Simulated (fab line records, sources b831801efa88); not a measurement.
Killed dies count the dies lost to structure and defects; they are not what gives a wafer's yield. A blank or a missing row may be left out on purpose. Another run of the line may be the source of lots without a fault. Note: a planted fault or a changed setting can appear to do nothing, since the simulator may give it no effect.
fab line records / flow gf180mcu
[record] lots = 7 wafers = 21 last-day = 34
route steps=602 shown POLY_GATE@169 HV_LDD@176
lots with no fault: from the same line, run without faults
start-h: hours from the record's opening day to when the first of the lot's shown wafers began / wait-h: how many hours have passed since the lot's step before this one / " as in the row above / L1.1+2: a single row standing in for several wafers / - no value present, or no start provided / * or withheld: withheld / < > ~ a bound
route shown NAME@n: a module of which the file shows steps, and the number in the route of the first / usual: mean/standard deviation taken from wafers without a fault / same: alike in all rows / chamber/n: place in a boat / sites: the reading at each site / _std_site: the standard deviation of these / _edge_site: the outer-site mean with the inner-site mean subtracted / radius-mm: for every site, how far away it sits from the centre of the wafer / mask NAME#n: copy n / behind: the last tool/chamber to shape the wafer / hold: cause of the lot's hold/its duration in hours/its outcome / device: the transistor (n, p or np) that didn't switch / end of line: the route-end tests of the same wafers / a step given without rows: its recipe and nothing more / killed: dies lost to structure and defects at the first sort, not the wafer's yield / map: dies across one wafer; x = killed, . = not, _ = none there
set.NAME: setting as actually run; set.NAME@STEP: the setting as run at that earlier step / model.NAME: the simulator's own value behind a step, which no gauge read
lots seen at some steps along the route; tables by step, rows by wafer
services: the hour from which a tool's chamber was out of use, counted from the record's first day as start-h (under 0 if before that day), plus the number of hours and why
[[steps]]
[step GF_POLY_GATE_ETCH_12]
[recipe] chemistry = N2/H2 target-depth-a = withheld overetch-a = withheld time-s = withheld target = BARC ion-energy-ev = 200 source-w = 500 bias-w = 100 pressure-mtorr = 30 n2-flow-sccm = 100 h2-flow-sccm = 200
[usual] drypump-motor-current-A = 5.7/0.36 oes-product-au = 0.736/0.0048 rf-fwd-power-W = 496.2/2.1 throttle-valve-pct = 13.216/0.0092
lot.wafer=L209.2 tool=rie-diel-03 chamber=0 start-h=255.08 wait-h=0.0 drypump-motor-current-A=5.3 oes-product-au=0.739 rf-fwd-power-W=497.1 throttle-valve-pct=13.218
lot.wafer=L209.5 tool=rie-diel-03 chamber=3 start-h=255.08 wait-h=0.0 drypump-motor-current-A=5.2 oes-product-au=0.744 rf-fwd-power-W=496.4 throttle-valve-pct=13.211
lot.wafer=L209.6 tool=rie-diel-03 chamber=0 start-h=255.08 wait-h=0.0 drypump-motor-current-A=5.4 oes-product-au=0.735 rf-fwd-power-W=496.0 throttle-valve-pct=13.216
lot.wafer=L211.4 tool=rie-diel-04 chamber=2 start-h=267.09 wait-h=0.0 drypump-motor-current-A=5.6 oes-product-au=0.744 rf-fwd-power-W=496.2 throttle-valve-pct=13.214
lot.wafer=L211.5 tool=rie-diel-04 chamber=1 start-h=267.09 wait-h=0.0 drypump-motor-current-A=6.5 oes-product-au=0.738 rf-fwd-power-W=498.8 throttle-valve-pct=13.226
lot.wafer=L211.6 tool=rie-diel-04 chamber=3 start-h=267.09 wait-h=0.0 drypump-motor-current-A=5.8 oes-product-au=0.734 rf-fwd-power-W=497.4 throttle-valve-pct=13.242
lot.wafer=L217.2 tool=rie-diel-04 chamber=1 start-h=310.23 wait-h=0.0 drypump-motor-current-A=6.5 oes-product-au=0.734 rf-fwd-power-W=495.0 throttle-valve-pct=13.221
lot.wafer=L217.5 tool=rie-diel-04 chamber=2 start-h=310.23 wait-h=0.0 drypump-motor-current-A=5.5 oes-product-au=0.736 rf-fwd-power-W=495.6 throttle-valve-pct=13.218
lot.wafer=L217.6 tool=rie-diel-04 chamber=1 start-h=310.23 wait-h=0.0 drypump-motor-current-A=6.5 oes-product-au=0.733 rf-fwd-power-W=497.4 throttle-valve-pct=13.212
lot.wafer=L218.2 tool=rie-diel-04 chamber=0 start-h=319.96 wait-h=0.0 drypump-motor-current-A=5.6 oes-product-au=0.733 rf-fwd-power-W=500.8 throttle-valve-pct=13.232
lot.wafer=L218.4 tool=rie-diel-04 chamber=3 start-h=319.96 wait-h=0.0 drypump-motor-current-A=5.8 oes-product-au=0.738 rf-fwd-power-W=493.3 throttle-valve-pct=13.203
lot.wafer=L218.5 tool=rie-diel-04 chamber=3 start-h=319.96 wait-h=0.0 drypump-motor-current-A=5.8 oes-product-au=0.730 rf-fwd-power-W=492.6 throttle-valve-pct=13.230
lot.wafer=L219.1 tool=rie-diel-02 chamber=3 start-h=322.58 wait-h=0.0 drypump-motor-current-A=5.9 oes-product-au=0.735 rf-fwd-power-W=496.3 throttle-valve-pct=13.224
lot.wafer=L219.2 tool=rie-diel-02 chamber=1 start-h=322.58 wait-h=0.0 drypump-motor-current-A=5.9 oes-product-au=0.739 rf-fwd-power-W=497.6 throttle-valve-pct=13.224
lot.wafer=L219.4 tool=rie-diel-02 chamber=2 start-h=322.58 wait-h=0.0 drypump-motor-current-A=5.6 oes-product-au=0.744 rf-fwd-power-W=494.9 throttle-valve-pct=13.220
lot.wafer=L223.3 tool=rie-diel-04 chamber=3 start-h=351.88 wait-h=0.0 drypump-motor-current-A=5.8 oes-product-au=0.736 rf-fwd-power-W=495.2 throttle-valve-pct=13.205
lot.wafer=L223.5 tool=rie-diel-04 chamber=3 start-h=351.88 wait-h=0.0 drypump-motor-current-A=5.8 oes-product-au=0.741 rf-fwd-power-W=492.7 throttle-valve-pct=13.214
lot.wafer=L223.6 tool=rie-diel-04 chamber=2 start-h=351.88 wait-h=0.0 drypump-motor-current-A=5.6 oes-product-au=0.738 rf-fwd-power-W=495.6 throttle-valve-pct=13.207
lot.wafer=L224.1 tool=rie-diel-03 chamber=3 start-h=356.67 wait-h=0.0 drypump-motor-current-A=5.2 oes-product-au=0.736 rf-fwd-power-W=496.3 throttle-valve-pct=13.221
lot.wafer=L224.2 tool=rie-diel-03 chamber=1 start-h=356.67 wait-h=0.0 drypump-motor-current-A=5.5 oes-product-au=0.733 rf-fwd-power-W=493.2 throttle-valve-pct=13.206
lot.wafer=L224.4 tool=rie-diel-03 chamber=0 start-h=356.67 wait-h=0.0 drypump-motor-current-A=5.3 oes-product-au=0.740 rf-fwd-power-W=495.9 throttle-valve-pct=13.200
[step GF_POLY_GATE_ETCH_13]
[recipe] target = poly-Si target-depth-nm = 198.5 stop-on = SiO2 over-etch-frac = 0.403 chemistry = HBr/Cl2 icp-w = 400 bias-w = 100 pressure-mtorr = 10 HBr_flow_sccm = 150 Cl2_flow_sccm = 50 time-s = 69.6
[usual] drypump-motor-current-A = 5.5/0.36 oes-product-au = 0.986/0.0085 rf-fwd-power-W = 396.5/1.5 throttle-valve-pct = 33.684/0.009
lot.wafer=L209.2 tool=rie-si-02 chamber=3 start-h=255.13 wait-h=- drypump-motor-current-A=5.5 oes-product-au=0.982 rf-fwd-power-W=396.6 rf-hours-counter-h=5 throttle-valve-pct=33.676
lot.wafer=L209.5 tool=rie-si-02 chamber=2 start-h=255.13 wait-h=- drypump-motor-current-A=6.0 oes-product-au=0.972 rf-fwd-power-W=395.7 rf-hours-counter-h=- throttle-valve-pct=33.676
lot.wafer=L209.6 tool=rie-si-02 chamber=3 start-h=255.13 wait-h=- drypump-motor-current-A=5.5 oes-product-au=0.983 rf-fwd-power-W=395.7 rf-hours-counter-h=- throttle-valve-pct=33.673
lot.wafer=L211.4 tool=rie-si-02 chamber=3 start-h=267.11 wait-h=- drypump-motor-current-A=5.5 oes-product-au=0.991 rf-fwd-power-W=397.6 rf-hours-counter-h=5 throttle-valve-pct=33.684
lot.wafer=L211.5 tool=rie-si-02 chamber=0 start-h=267.11 wait-h=- drypump-motor-current-A=5.9 oes-product-au=0.995 rf-fwd-power-W=396.4 rf-hours-counter-h=- throttle-valve-pct=33.689
lot.wafer=L211.6 tool=rie-si-02 chamber=1 start-h=267.11 wait-h=- drypump-motor-current-A=5.3 oes-product-au=1.002 rf-fwd-power-W=398.0 rf-hours-counter-h=- throttle-valve-pct=33.683
lot.wafer=L217.2 tool=rie-si-02 chamber=0 start-h=310.28 wait-h=- drypump-motor-current-A=5.9 oes-product-au=0.987 rf-fwd-power-W=394.5 rf-hours-counter-h=3 throttle-valve-pct=33.670
lot.wafer=L217.5 tool=rie-si-02 chamber=1 start-h=310.28 wait-h=- drypump-motor-current-A=5.3 oes-product-au=0.996 rf-fwd-power-W=399.8 rf-hours-counter-h=- throttle-valve-pct=33.675
lot.wafer=L217.6 tool=rie-si-02 chamber=0 start-h=310.28 wait-h=- drypump-motor-current-A=5.8 oes-product-au=0.988 rf-fwd-power-W=395.3 rf-hours-counter-h=- throttle-valve-pct=33.675
lot.wafer=L218.2 tool=rie-si-02 chamber=0 start-h=320.01 wait-h=- drypump-motor-current-A=5.8 oes-product-au=0.989 rf-fwd-power-W=396.3 rf-hours-counter-h=3 throttle-valve-pct=33.692
lot.wafer=L218.4 tool=rie-si-02 chamber=2 start-h=320.01 wait-h=- drypump-motor-current-A=6.0 oes-product-au=0.978 rf-fwd-power-W=396.7 rf-hours-counter-h=12 throttle-valve-pct=33.682
lot.wafer=L218.5 tool=rie-si-02 chamber=1 start-h=320.01 wait-h=- drypump-motor-current-A=5.3 oes-product-au=0.991 rf-fwd-power-W=396.7 rf-hours-counter-h=- throttle-valve-pct=33.694
lot.wafer=L219.1 tool=rie-si-01 chamber=3 start-h=322.63 wait-h=- drypump-motor-current-A=5.6 oes-product-au=0.997 rf-fwd-power-W=392.9 rf-hours-counter-h=0 throttle-valve-pct=33.689
lot.wafer=L219.2 tool=rie-si-01 chamber=1 start-h=322.63 wait-h=- drypump-motor-current-A=5.2 oes-product-au=0.983 rf-fwd-power-W=396.3 rf-hours-counter-h=29 throttle-valve-pct=33.673
lot.wafer=L219.4 tool=rie-si-01 chamber=2 start-h=322.63 wait-h=- drypump-motor-current-A=4.8 oes-product-au=0.992 rf-fwd-power-W=397.5 rf-hours-counter-h=2 throttle-valve-pct=33.675
lot.wafer=L223.3 tool=rie-si-01 chamber=1 start-h=351.93 wait-h=- drypump-motor-current-A=5.2 oes-product-au=0.987 rf-fwd-power-W=398.8 rf-hours-counter-h=30 throttle-valve-pct=33.691
lot.wafer=L223.5 tool=rie-si-01 chamber=3 start-h=351.93 wait-h=- drypump-motor-current-A=5.6 oes-product-au=0.990 rf-fwd-power-W=394.9 rf-hours-counter-h=- throttle-valve-pct=33.676
lot.wafer=L223.6 tool=rie-si-01 chamber=0 start-h=351.93 wait-h=- drypump-motor-current-A=5.4 oes-product-au=0.997 rf-fwd-power-W=396.9 rf-hours-counter-h=- throttle-valve-pct=33.670
lot.wafer=L224.1 tool=rie-si-01 chamber=0 start-h=356.73 wait-h=- drypump-motor-current-A=5.4 oes-product-au=0.991 rf-fwd-power-W=396.5 rf-hours-counter-h=5 throttle-valve-pct=33.679
lot.wafer=L224.2 tool=rie-si-01 chamber=3 start-h=356.73 wait-h=- drypump-motor-current-A=5.6 oes-product-au=0.993 rf-fwd-power-W=395.5 rf-hours-counter-h=1 throttle-valve-pct=33.691
lot.wafer=L224.4 tool=rie-si-01 chamber=2 start-h=356.73 wait-h=- drypump-motor-current-A=4.8 oes-product-au=0.990 rf-fwd-power-W=396.5 rf-hours-counter-h=2 throttle-valve-pct=33.680
[step GF_POLY_GATE_STRIP_14]
[recipe] chemistry = O2/N2 power-w = 1400 pressure-mtorr = 1500 platen-temp-c = 250 o2-flow-sccm = 3000 n2-flow-sccm = 300 overash-fraction = 0.5
[usual] drypump-motor-current-A = 5.62/0.28 heater-power-w = 354/19 oes-product-au = 0.504/0.0048
lot.wafer=L209.2 tool=plasma-asher-04 chamber=1 start-h=255.19 wait-h=0.0 drypump-motor-current-A=5.85 heater-power-w=353 oes-product-au=0.505 rf-hours-counter-h=15
lot.wafer=L209.5 tool=plasma-asher-04 chamber=1 start-h=255.19 wait-h=0.0 drypump-motor-current-A=5.86 heater-power-w=343 oes-product-au=0.508 rf-hours-counter-h=-
lot.wafer=L209.6 tool=plasma-asher-04 chamber=0 start-h=255.19 wait-h=0.0 drypump-motor-current-A=5.98 heater-power-w=346 oes-product-au=0.501 rf-hours-counter-h=-
lot.wafer=L211.4 tool=plasma-asher-01 chamber=0 start-h=267.20 wait-h=0.1 drypump-motor-current-A=5.22 heater-power-w=365 oes-product-au=0.510 rf-hours-counter-h=-
lot.wafer=L211.5 tool=plasma-asher-01 chamber=0 start-h=267.20 wait-h=0.1 drypump-motor-current-A=5.24 heater-power-w=363 oes-product-au=0.499 rf-hours-counter-h=-
lot.wafer=L211.6 tool=plasma-asher-01 chamber=1 start-h=267.20 wait-h=0.1 drypump-motor-current-A=5.36 heater-power-w=383 oes-product-au=0.509 rf-hours-counter-h=-
lot.wafer=L217.2 tool=plasma-asher-01 chamber=1 start-h=310.33 wait-h=0.0 drypump-motor-current-A=5.35 heater-power-w=377 oes-product-au=0.509 rf-hours-counter-h=52
lot.wafer=L217.5 tool=plasma-asher-01 chamber=0 start-h=310.33 wait-h=0.0 drypump-motor-current-A=5.26 heater-power-w=368 oes-product-au=0.511 rf-hours-counter-h=-
lot.wafer=L217.6 tool=plasma-asher-01 chamber=1 start-h=310.33 wait-h=0.0 drypump-motor-current-A=5.38 heater-power-w=377 oes-product-au=0.509 rf-hours-counter-h=-
lot.wafer=L218.2 tool=plasma-asher-04 chamber=0 start-h=320.07 wait-h=0.0 drypump-motor-current-A=5.95 heater-power-w=339 oes-product-au=0.500 rf-hours-counter-h=22
lot.wafer=L218.4 tool=plasma-asher-04 chamber=1 start-h=320.07 wait-h=0.0 drypump-motor-current-A=5.88 heater-power-w=351 oes-product-au=0.502 rf-hours-counter-h=-
lot.wafer=L218.5 tool=plasma-asher-04 chamber=1 start-h=320.07 wait-h=0.0 drypump-motor-current-A=5.88 heater-power-w=339 oes-product-au=0.500 rf-hours-counter-h=-
lot.wafer=L219.1 tool=plasma-asher-02 chamber=0 start-h=322.68 wait-h=0.0 drypump-motor-current-A=5.81 heater-power-w=349 oes-product-au=0.509 rf-hours-counter-h=66
lot.wafer=L219.2 tool=plasma-asher-02 chamber=1 start-h=322.68 wait-h=0.0 drypump-motor-current-A=5.71 heater-power-w=332 oes-product-au=0.514 rf-hours-counter-h=66
lot.wafer=L219.4 tool=plasma-asher-02 chamber=0 start-h=322.68 wait-h=0.0 drypump-motor-current-A=5.81 heater-power-w=348 oes-product-au=0.501 rf-hours-counter-h=-
lot.wafer=L223.3 tool=plasma-asher-04 chamber=0 start-h=352.02 wait-h=0.1 drypump-motor-current-A=5.97 heater-power-w=342 oes-product-au=0.505 rf-hours-counter-h=-
lot.wafer=L223.5 tool=plasma-asher-04 chamber=0 start-h=352.02 wait-h=0.1 drypump-motor-current-A=5.99 heater-power-w=349 oes-product-au=0.507 rf-hours-counter-h=-
lot.wafer=L223.6 tool=plasma-asher-04 chamber=1 start-h=352.02 wait-h=0.1 drypump-motor-current-A=5.87 heater-power-w=343 oes-product-au=0.498 rf-hours-counter-h=-
lot.wafer=L224.1 tool=plasma-asher-04 chamber=0 start-h=356.78 wait-h=0.0 drypump-motor-current-A=5.94 heater-power-w=346 oes-product-au=0.506 rf-hours-counter-h=25
lot.wafer=L224.2 tool=plasma-asher-04 chamber=1 start-h=356.78 wait-h=0.0 drypump-motor-current-A=5.86 heater-power-w=348 oes-product-au=0.507 rf-hours-counter-h=25
lot.wafer=L224.4 tool=plasma-asher-04 chamber=1 start-h=356.78 wait-h=0.0 drypump-motor-current-A=5.87 heater-power-w=347 oes-product-au=0.507 rf-hours-counter-h=-
[step GF_POLY_GATE_CLEAN_15]
[recipe] chemistry = SC1/SC2 mix = 1:4:20 temp-c = 70 time-s = 150 dry = n2-spin
[step GF_POLY_GATE_OXIDATION_16]
[recipe] temp-c = 850 ambient = O2 stabilise-s = 600 purge-s = 300 target-thk-a = 40 ox-time-s = 899
[step GF_POLY_GATE_THK_MEAS_17]
[recipe] reads = SiO2_of_POLY_GATE_OXIDATION_16
[usual] POLY_GATE_OXIDATION_THK = 4.00/0.071
lot.wafer=L209.2 tool=film-metro-03 chamber=- start-h=257.77 wait-h=0.0 POLY_GATE_OXIDATION_THK[nm]=4.05
lot.wafer=L209.5 tool=film-metro-03 chamber=- start-h=257.77 wait-h=0.0 POLY_GATE_OXIDATION_THK[nm]=4.06
lot.wafer=L209.6 tool=film-metro-03 chamber=- start-h=257.77 wait-h=0.0 POLY_GATE_OXIDATION_THK[nm]=4.04
lot.wafer=L211.4 tool=film-metro-04 chamber=- start-h=268.85 wait-h=0.0 POLY_GATE_OXIDATION_THK[nm]=4.04
lot.wafer=L211.5 tool=film-metro-04 chamber=- start-h=268.85 wait-h=0.0 POLY_GATE_OXIDATION_THK[nm]=4.09
lot.wafer=L211.6 tool=film-metro-04 chamber=- start-h=268.85 wait-h=0.0 POLY_GATE_OXIDATION_THK[nm]=4.07
lot.wafer=L217.2 tool=film-metro-03 chamber=- start-h=312.75 wait-h=0.0 POLY_GATE_OXIDATION_THK[nm]=3.89
lot.wafer=L217.5 tool=film-metro-03 chamber=- start-h=312.75 wait-h=0.0 POLY_GATE_OXIDATION_THK[nm]=3.94
lot.wafer=L217.6 tool=film-metro-03 chamber=- start-h=312.75 wait-h=0.0 POLY_GATE_OXIDATION_THK[nm]=3.96
lot.wafer=L218.2 tool=film-metro-03 chamber=- start-h=322.18 wait-h=0.0 POLY_GATE_OXIDATION_THK[nm]=4.04
lot.wafer=L218.4 tool=film-metro-03 chamber=- start-h=322.18 wait-h=0.0 POLY_GATE_OXIDATION_THK[nm]=3.98
lot.wafer=L218.5 tool=film-metro-03 chamber=- start-h=322.18 wait-h=0.0 POLY_GATE_OXIDATION_THK[nm]=4.01
lot.wafer=L219.1 tool=film-metro-04 chamber=- start-h=324.82 wait-h=0.0 POLY_GATE_OXIDATION_THK[nm]=4.06
lot.wafer=L219.2 tool=film-metro-04 chamber=- start-h=324.82 wait-h=0.0 POLY_GATE_OXIDATION_THK[nm]=4.12
lot.wafer=L219.4 tool=film-metro-04 chamber=- start-h=324.82 wait-h=0.0 POLY_GATE_OXIDATION_THK[nm]=4.07
lot.wafer=L223.3 tool=film-metro-03 chamber=- start-h=353.45 wait-h=0.0 POLY_GATE_OXIDATION_THK[nm]=3.91
lot.wafer=L223.5 tool=film-metro-03 chamber=- start-h=353.45 wait-h=0.0 POLY_GATE_OXIDATION_THK[nm]=3.92
lot.wafer=L223.6 tool=film-metro-03 chamber=- start-h=353.45 wait-h=0.0 POLY_GATE_OXIDATION_THK[nm]=3.98
lot.wafer=L224.1 tool=film-metro-02 chamber=- start-h=359.50 wait-h=0.0 POLY_GATE_OXIDATION_THK[nm]=3.88
lot.wafer=L224.2 tool=film-metro-02 chamber=- start-h=359.50 wait-h=0.0 POLY_GATE_OXIDATION_THK[nm]=3.97
lot.wafer=L224.4 tool=film-metro-02 chamber=- start-h=359.50 wait-h=0.0 POLY_GATE_OXIDATION_THK[nm]=3.93
[step GF_POLY_GATE_CD_MEAS_18]
[usual] cd-nm = 279.3/1.9
lot.wafer=L209.2 tool=cd-sem-02 chamber=- start-h=257.85 wait-h=0.1 cd-nm=283.9
lot.wafer=L209.5 tool=cd-sem-02 chamber=- start-h=257.85 wait-h=0.1 cd-nm=280.2
lot.wafer=L209.6 tool=cd-sem-02 chamber=- start-h=257.85 wait-h=0.1 cd-nm=281.9
lot.wafer=L211.4 tool=cd-sem-01 chamber=- start-h=268.96 wait-h=0.1 cd-nm=277.7
lot.wafer=L211.5 tool=cd-sem-01 chamber=- start-h=268.96 wait-h=0.1 cd-nm=278.7
lot.wafer=L211.6 tool=cd-sem-01 chamber=- start-h=268.96 wait-h=0.1 cd-nm=279.1
lot.wafer=L217.2 tool=cd-sem-01 chamber=- start-h=312.83 wait-h=0.1 cd-nm=278.5
lot.wafer=L217.5 tool=cd-sem-01 chamber=- start-h=312.83 wait-h=0.1 cd-nm=278.7
lot.wafer=L217.6 tool=cd-sem-01 chamber=- start-h=312.83 wait-h=0.1 cd-nm=278.3
lot.wafer=L218.2 tool=cd-sem-02 chamber=- start-h=322.26 wait-h=0.1 cd-nm=279.1
lot.wafer=L218.4 tool=cd-sem-02 chamber=- start-h=322.26 wait-h=0.1 cd-nm=281.2
lot.wafer=L218.5 tool=cd-sem-02 chamber=- start-h=322.26 wait-h=0.1 cd-nm=278.3
lot.wafer=L219.1 tool=cd-sem-01 chamber=- start-h=324.88 wait-h=0.1 cd-nm=274.8
lot.wafer=L219.2 tool=cd-sem-01 chamber=- start-h=324.88 wait-h=0.1 cd-nm=276.4
lot.wafer=L219.4 tool=cd-sem-01 chamber=- start-h=324.88 wait-h=0.1 cd-nm=278.8
lot.wafer=L223.3 tool=cd-sem-02 chamber=- start-h=353.55 wait-h=0.1 cd-nm=280.0
lot.wafer=L223.5 tool=cd-sem-02 chamber=- start-h=353.55 wait-h=0.1 cd-nm=280.3
lot.wafer=L223.6 tool=cd-sem-02 chamber=- start-h=353.55 wait-h=0.1 cd-nm=280.2
lot.wafer=L224.1 tool=cd-sem-01 chamber=- start-h=359.56 wait-h=0.1 cd-nm=281.5
lot.wafer=L224.2 tool=cd-sem-01 chamber=- start-h=359.56 wait-h=0.1 cd-nm=277.8
lot.wafer=L224.4 tool=cd-sem-01 chamber=- start-h=359.56 wait-h=0.1 cd-nm=281.1
[step GF_HV_LDD_DEHYDRATE_00]
[recipe] temp-c = 200 time-s = 60
[step GF_HV_LDD_HMDS_01]
[recipe] prime-time-s = 60 prime-temp-c = 120
[step GF_HV_LDD_COAT_02]
[recipe] resist = NOVOLAK spin-rpm = 3000 resist-thk-nm = 1000
[step GF_HV_LDD_SOFTBAKE_03]
[recipe] temp-c = 90 time-s = 60 resist = NOVOLAK
[step GF_HV_LDD_EXPOSE_04]
[recipe] mask-id = Nplus_LV_AREA target-cd-nm = 400 na = 0.6 source-shape = conventional sigma-outer = 0.6 dose-mj = 140
[step GF_HV_LDD_PEB_05]
[recipe] temp-c = withheld time-s = * resist = NOVOLAK
[usual] chill-plate-temp-C = * exhaust-pa = 44.8/0.85
lot.wafer=L209.2 tool=litho-track-02 chamber=0 start-h=277.20 wait-h=- chill-plate-temp-C=* exhaust-pa=45.2
lot.wafer=L209.5 tool=litho-track-02 chamber=0 start-h=277.20 wait-h=- chill-plate-temp-C=* exhaust-pa=45.2
lot.wafer=L209.6 tool=litho-track-02 chamber=0 start-h=277.20 wait-h=- chill-plate-temp-C=* exhaust-pa=45.0
lot.wafer=L211.4 tool=litho-track-04 chamber=0 start-h=288.63 wait-h=- chill-plate-temp-C=* exhaust-pa=44.4
lot.wafer=L211.5 tool=litho-track-04 chamber=0 start-h=288.63 wait-h=- chill-plate-temp-C=* exhaust-pa=45.0
lot.wafer=L211.6 tool=litho-track-04 chamber=0 start-h=288.63 wait-h=- chill-plate-temp-C=* exhaust-pa=43.3
lot.wafer=L217.2 tool=litho-track-04 chamber=- start-h=333.13 wait-h=- chill-plate-temp-C=- exhaust-pa=-
lot.wafer=L217.5 tool=litho-track-04 chamber=- start-h=333.13 wait-h=- chill-plate-temp-C=- exhaust-pa=-
lot.wafer=L217.6 tool=litho-track-04 chamber=- start-h=333.13 wait-h=- chill-plate-temp-C=- exhaust-pa=-
lot.wafer=L218.2 tool=litho-track-02 chamber=- start-h=343.25 wait-h=- chill-plate-temp-C=- exhaust-pa=-
lot.wafer=L218.4 tool=litho-track-02 chamber=- start-h=343.25 wait-h=- chill-plate-temp-C=- exhaust-pa=-
lot.wafer=L218.5 tool=litho-track-02 chamber=- start-h=343.25 wait-h=- chill-plate-temp-C=- exhaust-pa=-
lot.wafer=L219.1 tool=litho-track-02 chamber=- start-h=345.72 wait-h=- chill-plate-temp-C=- exhaust-pa=-
lot.wafer=L219.2 tool=litho-track-02 chamber=- start-h=345.72 wait-h=- chill-plate-temp-C=- exhaust-pa=-
lot.wafer=L219.4 tool=litho-track-02 chamber=- start-h=345.72 wait-h=- chill-plate-temp-C=- exhaust-pa=-
lot.wafer=L223.3 tool=litho-track-02 chamber=0 start-h=374.77 wait-h=- chill-plate-temp-C=* exhaust-pa=44.3
lot.wafer=L223.5 tool=litho-track-02 chamber=0 start-h=374.77 wait-h=- chill-plate-temp-C=* exhaust-pa=43.2
lot.wafer=L223.6 tool=litho-track-02 chamber=0 start-h=374.77 wait-h=- chill-plate-temp-C=* exhaust-pa=43.8
lot.wafer=L224.1 tool=litho-track-02 chamber=0 start-h=381.42 wait-h=- chill-plate-temp-C=* exhaust-pa=45.2
lot.wafer=L224.2 tool=litho-track-02 chamber=0 start-h=381.42 wait-h=- chill-plate-temp-C=* exhaust-pa=45.0
lot.wafer=L224.4 tool=litho-track-02 chamber=0 start-h=381.42 wait-h=- chill-plate-temp-C=* exhaust-pa=44.4
[step GF_HV_LDD_DEVELOP_06]
[recipe] develop-time-s = 60 dev-temp-c = 23
[[services]]
tool=rie-si-02 chamber=3 start-h=236.30 hours=16.5 kind=repair
tool=rie-diel-04 chamber=0 start-h=249.69 hours=- kind=clean
tool=rie-diel-04 chamber=0 start-h=249.69 hours=25.3 kind=scheduled-down
tool=rie-diel-04 chamber=0 start-h=249.69 hours=25.3 kind=vent-cycle
tool=rie-diel-04 chamber=2 start-h=250.72 hours=9.6 kind=repair
tool=litho-track-04 chamber=- start-h=253.17 hours=- kind=consumable-replace:filter
tool=rie-diel-02 chamber=- start-h=268.60 hours=1.0 kind=repair
tool=rie-diel-03 chamber=- start-h=270.96 hours=14.6 kind=pm
tool=litho-track-02 chamber=- start-h=276.56 hours=- kind=consumable-replace:filter
tool=rie-si-01 chamber=3 start-h=280.04 hours=- kind=clean
tool=rie-si-01 chamber=3 start-h=280.04 hours=13.1 kind=scheduled-down
tool=rie-si-01 chamber=3 start-h=280.04 hours=13.1 kind=vent-cycle
tool=rie-diel-04 chamber=2 start-h=286.19 hours=18.4 kind=repair
tool=rie-diel-03 chamber=1 start-h=297.92 hours=6.2 kind=repair
tool=litho-track-04 chamber=- start-h=325.30 hours=- kind=consumable-replace:filter
tool=rie-diel-04 chamber=0 start-h=330.26 hours=11.3 kind=repair
tool=rie-diel-03 chamber=0 start-h=335.36 hours=4.8 kind=repair
tool=rie-diel-04 chamber=0 start-h=343.78 hours=15.6 kind=repair
tool=rie-diel-02 chamber=3 start-h=346.67 hours=- kind=clean
tool=rie-diel-02 chamber=3 start-h=346.67 hours=23.1 kind=scheduled-down
tool=rie-diel-02 chamber=3 start-h=346.67 hours=23.1 kind=vent-cycle
tool=rie-diel-03 chamber=2 start-h=361.70 hours=3.0 kind=repair
tool=rie-si-01 chamber=- start-h=364.84 hours=0.5 kind=repair
[[key]]
[first-sign] step = GF_HV_LDD_PEB_05 reading = tool-record direction = missing
effect none on later readings
met-at GF_HV_LDD_PEB_05
struck-wafers L217.2,L217.5,L217.6,L218.2,L218.4,L218.5,L219.1,L219.2,L219.4
sort-left-out L217.2,L217.5,L217.6,L218.2,L218.4,L218.5,L219.1,L219.2,L219.4
tester-left-out L217,L218,L219
onset-between 288.63 333.13
[fault] kind = skipped-step-whole tool = litho-track-02,litho-track-04 chamber = - onset-h = 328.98 steps = GF_HV_LDD_PEB_05 scope = struck-lots-only
// tester-left-out: of these lots the tester's yield and bins aren't shown, on N5 and GAA mostly nor the transistor test; their killed dies are dies lost to structure and defects alone, not to doping, threshold or leakage, so they don't give the yield
// sort-left-out: the simulated sort isn't trusted on such a fault, so these wafers' sort isn't shown, and their yield isn't known
